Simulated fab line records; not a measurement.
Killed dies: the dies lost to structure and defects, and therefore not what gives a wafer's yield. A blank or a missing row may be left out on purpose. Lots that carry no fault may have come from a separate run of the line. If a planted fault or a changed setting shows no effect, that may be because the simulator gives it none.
Chamber matching || flow sky130 || 4 sister chambers for SKY_VIA3_CMP_24 on cmp-01
The step polishes, stops on SiO2, t overpolish 20 s, target thk 0 nm. 4 wafers are shown with their chamber, then 9 later ones without.

EACH WAFER AND ITS CHAMBER
{"wafer": "L442.5", "chamber": 1, "retaining ring pressure frac": 1.001}
{"wafer": "L445.1", "chamber": 2, "retaining ring pressure frac": 1.002}
{"wafer": "L445.2", "chamber": 0, "retaining ring pressure frac": 0.992}
{"wafer": "L445.4", "chamber": 3, "retaining ring pressure frac": 1.000}

WAFERS WHOSE CHAMBER IS MISSING
{"wafer": "L446.2", "retaining ring pressure frac": 1.004}
{"wafer": "L446.5", "retaining ring pressure frac": 0.996}
{"wafer": "L446.6", "retaining ring pressure frac": 0.994}
{"wafer": "L448.2", "retaining ring pressure frac": 0.998}
{"wafer": "L448.3", "retaining ring pressure frac": 0.994}
{"wafer": "L448.4", "retaining ring pressure frac": 1.006}
{"wafer": "L449.2", "retaining ring pressure frac": 1.007}
{"wafer": "L449.4", "retaining ring pressure frac": 0.995}
{"wafer": "L449.6", "retaining ring pressure frac": 1.000}

WHICH CHAMBER EACH WENT THROUGH
{"wafer": "L446.2", "from the rows above": "can't be placed: 2 or 1 or 3", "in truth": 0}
{"wafer": "L446.5", "from the rows above": "can't be placed: 0 or 3 or 1 or 2", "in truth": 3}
{"wafer": "L446.6", "from the rows above": "can't be placed: 0 or 3 or 1 or 2", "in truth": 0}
{"wafer": "L448.2", "from the rows above": "can't be placed: 3 or 1 or 2 or 0", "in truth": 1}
{"wafer": "L448.3", "from the rows above": "can't be placed: 0 or 3 or 1 or 2", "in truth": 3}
{"wafer": "L448.4", "from the rows above": "can't be placed: 2 or 1 or 3", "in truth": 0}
{"wafer": "L449.2", "from the rows above": "can't be placed: 2 or 1 or 3", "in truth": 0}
{"wafer": "L449.4", "from the rows above": "can't be placed: 0 or 3 or 1 or 2", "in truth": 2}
{"wafer": "L449.6", "from the rows above": "can't be placed: 3 or 1 or 2", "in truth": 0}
Correctly placed: 0 of 9. From these rows, 9 cannot be placed; in 5 the true chamber is one of the candidates. Placed wrongly: 0.
How it was worked out, from the rows above alone: a wafer's distance from a chamber is the root of the sum, over the readings, of the square of ((its reading less the chamber's mean) divided by the reading's scatter). The wafer belongs to the nearest chamber; if the next one is less than 2 further off, it can't be placed. Each chamber's mean is taken over the wafers shown for it. The scatter (one wafer shown for each chamber): square how far every hidden wafer sits from the nearest shown wafer, average those squares and take the square root.
